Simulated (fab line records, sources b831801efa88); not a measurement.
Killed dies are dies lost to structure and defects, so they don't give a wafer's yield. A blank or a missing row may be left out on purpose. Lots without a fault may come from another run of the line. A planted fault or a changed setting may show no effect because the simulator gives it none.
Which tool did it? | flow gf180mcu | 7 lots, 21 wafers sampled, at 2 steps of a route of 602

WHAT THE GAUGES READ, wafer by wafer
GF_VT_IMPLANT_RS_MEAS_47: measures by four-point-probe.
lot  | measured     | on            | NWELL_RS (ohm/sq)
L742 | day 7 21:52  | film_metro-04 | 488.8 488.9 488.9
L744 | day 8 09:46  | film_metro-01 | 490.1 490.2 489.5
L747 | day 9 11:58  | film_metro-01 | 506.2 508.1 506.3
L752 | day 10 17:08 | film_metro-04 | 489.2 489.0 487.6
L759 | day 12 17:44 | film_metro-04 | 489.0 490.3 490.1
L761 | day 13 15:43 | film_metro-02 | 487.6 488.0 487.0
L762 | day 14 04:11 | film_metro-01 | 487.4 488.8 488.5

WHICH TOOL RAN EACH LOT (tool, then ch and the chambers of the sampled wafers, then the start)
lot  | GF_NWELL_IMPLANT_09
L742 | implanter-04 ch 0, day 3 18:53
L744 | implanter-03 ch 0, day 4 05:53
L747 | implanter-03 ch 0, day 5 02:20
L752 | implanter-04 ch 0, day 5 21:06
L759 | implanter-01 ch 0, day 7 12:28
L761 | implanter-04 ch 0, day 8 06:23
L762 | implanter-03 ch 0, day 8 14:22
- GF_NWELL_IMPLANT_09

THE ANSWER, worked out from the rows above alone
Rule: what is usual is taken from the lots themselves. Put in order of their means at a reading, lots are off if they are a third of the lots or fewer, leave a main group of 4 or more, and stand apart from it by a gap of 3 or more times the standard deviation of the main group's means; of several such gaps the widest counts. A main group whose means are all the same, to the digits that the tables above print for the reading, isn't used. A lot without any number at a reading at which 4 lots or more have one is off too. The other lots that the step has rows for count as sound.
Off: L747, at GF_VT_IMPLANT_RS_MEAS_47 (NWELL_RS). The main group: mean 488.8 ohm/sq, standard deviation 0.84.
A tool fits if, at a process step before that reading, it ran every lot that is off, and no sound lot after the first of them. The gauges at GF_VT_IMPLANT_RS_MEAS_47 are tried like those tools. None of those tried fits.

WHAT THE SIMULATOR HAD PUT IN
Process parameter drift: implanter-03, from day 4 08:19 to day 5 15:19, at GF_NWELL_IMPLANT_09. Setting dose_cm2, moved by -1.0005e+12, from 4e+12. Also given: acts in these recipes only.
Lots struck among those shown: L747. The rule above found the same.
